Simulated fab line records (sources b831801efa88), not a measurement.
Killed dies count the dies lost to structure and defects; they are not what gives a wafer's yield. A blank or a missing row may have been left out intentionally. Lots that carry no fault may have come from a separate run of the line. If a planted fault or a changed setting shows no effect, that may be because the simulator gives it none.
Which of the tools did it? / flow gf180mcu / at 1 step of a route of 602, 7 lots with 21 wafers sampled

## WHAT EACH GAUGE READ, for each wafer
GF_NWELL_TW_MEAS_11.
lot=L231; measured=day 4 09:48; on=filmMetro-03; NWELL_TW=1567 1574 1571
lot=L234; measured=day 5 05:56; on=filmMetro-01; NWELL_TW=1569 1584 1567
lot=L236; measured=day 5 10:37; on=filmMetro-04; NWELL_TW=1605 1599 1597
lot=L242; measured=day 6 19:05; on=filmMetro-04; NWELL_TW=1589 1597 1601
lot=L244; measured=day 7 04:51; on=filmMetro-03; NWELL_TW=1567 1573 1573
lot=L247; measured=day 8 00:11; on=filmMetro-04; NWELL_TW=1588 1590 1591
lot=L250; measured=day 8 18:29; on=filmMetro-03; NWELL_TW=1566 1568 1570

## EACH LOT AND THE TOOL THAT RAN IT (in order: tool; ch and the chambers of the sampled wafers; start)
Record: no process step prior to these readings.

## THE ANSWER, worked out from the rows above alone
Rule: the usual values come from the lots themselves. The widest of any qualifying gaps counts: lots, ordered by their means at a reading, are off when they make up no more than a third of the lots, leave a main group of 4 or more, and stand apart from it by 3 or more times the standard deviation of that group's means. A main group is skipped when, at the precision printed for the reading in the tables above, its means are all equal. A lot without any number at a reading at which 4 lots or more have one is off too. The other lots that the step has rows for count as sound.
Across all readings shown, no lot is off: no conclusion can be drawn from this.

## WHAT THE SIMULATOR HAD INSERTED
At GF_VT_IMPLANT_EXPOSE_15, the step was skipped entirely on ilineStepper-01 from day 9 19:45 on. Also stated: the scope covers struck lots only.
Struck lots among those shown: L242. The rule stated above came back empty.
